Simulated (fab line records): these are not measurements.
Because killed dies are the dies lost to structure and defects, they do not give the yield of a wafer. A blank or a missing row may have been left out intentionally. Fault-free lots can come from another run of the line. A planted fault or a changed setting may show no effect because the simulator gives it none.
The tool behind it: which one? -- flow sky130 -- 11 lots with 31 wafers sampled at 3 steps, on a route of 708 steps

== WHAT THE GAUGES SHOWED, per wafer ==
SKY_VIA1_BOW_MEAS_03. Usual: VIA1_BOW typically reads 80 um, with standard deviation 6.8.
lot,measured,on,VIA1_BOW (um),flag
L255,day 33 07:49,filmMetro-02,80 86 93,
L258,day 33 21:01,filmMetro-02,89 70,
L260,day 34 18:41,filmMetro-03,87 77 75,
L261,day 35 05:59,filmMetro-03,72 68,
L267,day 37 07:35,filmMetro-04,85 91 93,
L270,day 38 03:48,filmMetro-04,76 97 83,
L271,day 38 07:21,filmMetro-03,73 75 84,
L273,day 38 20:32,filmMetro-02,90 70 89,
L274,day 38 22:11,filmMetro-04,76 72 78,
L276,day 39 14:46,filmMetro-04,81 83 78,
L277,day 39 22:23,filmMetro-04,83 84 77,

SKY_VIA1_THK_MEAS_23: measures by xrf. Usual: VIA1_W_THK typically reads 270 nm, with standard deviation 4.
lot,measured,on,VIA1_W_THK (nm),flag
L255,day 34 11:30,filmMetro-03,268 270 270,
L258,day 35 01:01,filmMetro-03,277 272,
L260,day 35 21:56,filmMetro-02,267 263 264,
L261,day 36 08:53,filmMetro-02,265 268,
L267,day 38 10:49,filmMetro-04,270 271 276,
L270,day 39 06:07,filmMetro-03,272 270 267,
L271,day 39 09:17,filmMetro-03,269 268 267,
L273,day 39 22:25,filmMetro-02,266 264 270,
L274,day 39 23:48,filmMetro-02,269 268 270,
L276,day 40 16:41,filmMetro-04,266 273 272,
L277,day 41 00:21,filmMetro-02,270 273 271,

== WHICH TOOL RAN EACH LOT (tool, then ch and the chambers of the sampled wafers, then the start) ==
lot,SKY_RES_PROTECT_STRIP_07
L255,"plasmaAsher-02 ch 0,1, day 15 17:23"
L258,"plasmaAsher-04 ch 1, day 16 05:34"
L260,"plasmaAsher-01 ch 0,1, day 17 07:26"
L261,"plasmaAsher-02 ch 0, day 17 15:17"
L267,"plasmaAsher-01 ch 0,1, day 20 03:05"
L270,"plasmaAsher-02 ch 0,1, day 21 06:08"
L271,"plasmaAsher-04 ch 0,1, day 21 07:35"
L273,"plasmaAsher-02 ch 0,1, day 22 03:40"
L274,"plasmaAsher-01 ch 0,1, day 22 04:19"
L276,"plasmaAsher-04 ch 0,1, day 22 19:56"
L277,"plasmaAsher-01 ch 0,1, day 23 05:47"
- SKY_RES_PROTECT_STRIP_07: strips in O2/N2.

== AS READ BY THE TOOLS THEMSELVES (means over the sampled wafers that have a number; for cases with no such wafer, the mark the record gives instead) ==
SKY_RES_PROTECT_STRIP_07. Usual: drypumpMotorCurrentA 5.68 A, standard deviation 0.26; oesProductAu 0.518 a.u., standard deviation 0.0047; stripTimeToEndpointS 23.31 s, standard deviation 0.044.
lot,tool,drypumpMotorCurrentA (A),oesProductAu (a.u.),stripTimeToEndpointS (s),flag
L255,plasmaAsher-02,5.57,0.516,23.30,
L258,plasmaAsher-04,5.88,0.519,23.39,
L260,plasmaAsher-01,5.50,0.517,23.34,
L261,plasmaAsher-02,6.05,0.512,23.29,
L267,plasmaAsher-01,5.69,0.519,23.29,
L270,plasmaAsher-02,5.59,0.521,23.22,
L271,plasmaAsher-04,5.73,0.521,23.30,
L273,plasmaAsher-02,5.82,0.513,23.26,
L274,plasmaAsher-01,5.50,0.522,23.33,
L276,plasmaAsher-04,5.81,0.517,23.32,
L277,plasmaAsher-01,5.66,0.512,23.31,

== THE ANSWER, worked out from the rows above alone ==
Rule: a lot counts as off when the mean over its wafers that have a number is more than 3 standard deviations away from the usual mean. A lot without any number at a reading at which 4 lots or more have one is off too. All remaining lots with rows at the step are treated as sound. First the gauges in route order, then the tools' own readings, where a lot's mean is used as printed above. The first step at which some lot is off is used, and at that step the reading that is off furthest; a lot without a number counts as furthest.
Across all readings shown, no lot is off: no conclusion can be drawn from this.

== WHAT THE SIMULATOR HAD PUT IN ==
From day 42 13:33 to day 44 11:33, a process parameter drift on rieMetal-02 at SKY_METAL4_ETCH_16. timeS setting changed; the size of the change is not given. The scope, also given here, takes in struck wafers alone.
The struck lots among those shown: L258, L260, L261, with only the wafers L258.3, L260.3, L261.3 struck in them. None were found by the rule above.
